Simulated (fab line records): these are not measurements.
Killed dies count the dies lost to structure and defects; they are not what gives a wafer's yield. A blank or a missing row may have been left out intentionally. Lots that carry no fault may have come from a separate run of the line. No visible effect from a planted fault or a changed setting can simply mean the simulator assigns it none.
Which tool did it?    flow sky130    11 lots (33 wafers sampled), 1 step of a 708-step route

WHAT EACH GAUGE READ, for each wafer
SKY_VIA1_RS_MEAS_22: the measuring method here is four-point-probe.
lot   measured      on             VIA1_W_RS (ohm/sq)
L945  day 34 08:23  film metro-01  0.430 0.429 0.432
L947  day 34 22:33  film metro-01  0.430 0.433 0.435
L951  day 36 09:50  film metro-01  0.425 0.436 0.438
L952  day 36 12:36  film metro-04  0.436 0.439 0.418
L953  day 37 08:22  film metro-01  0.431 0.438 0.433
L957  day 38 02:49  film metro-03  0.428 0.414 0.428
L959  day 38 18:25  film metro-03  0.434 0.432 0.434
L960  day 39 03:45  film metro-01  0.430 0.433 0.424
L962  day 40 05:23  film metro-04  0.415 0.433 0.430
L964  day 40 06:59  film metro-03  0.415 0.416 0.426
L965  day 40 16:20  film metro-03  0.428 0.416 0.413

WHAT TOOL EACH LOT RAN ON (gives the tool, then ch and the chambers of the sampled wafers, and finally the start)
The record holds no process step before these readings.

THE ANSWER, worked out from the rows above alone
Rule: what is usual is taken from the lots themselves. Put in order of their means at a reading, lots are off if they are a third of the lots or fewer, leave a main group of 4 or more, and stand apart from it by a gap of 3 or more times the standard deviation of the main group's means; of several such gaps the widest counts. A main group whose means are all the same, to the digits that the tables above print for the reading, isn't used. Also off: a lot with no number at a reading for which 4 or more lots have one. Where the step has rows for the other lots, those lots are counted as sound.
Across all readings shown, no lot is off: no conclusion can be drawn from this.

WHAT WAS PUT IN BY THE SIMULATOR
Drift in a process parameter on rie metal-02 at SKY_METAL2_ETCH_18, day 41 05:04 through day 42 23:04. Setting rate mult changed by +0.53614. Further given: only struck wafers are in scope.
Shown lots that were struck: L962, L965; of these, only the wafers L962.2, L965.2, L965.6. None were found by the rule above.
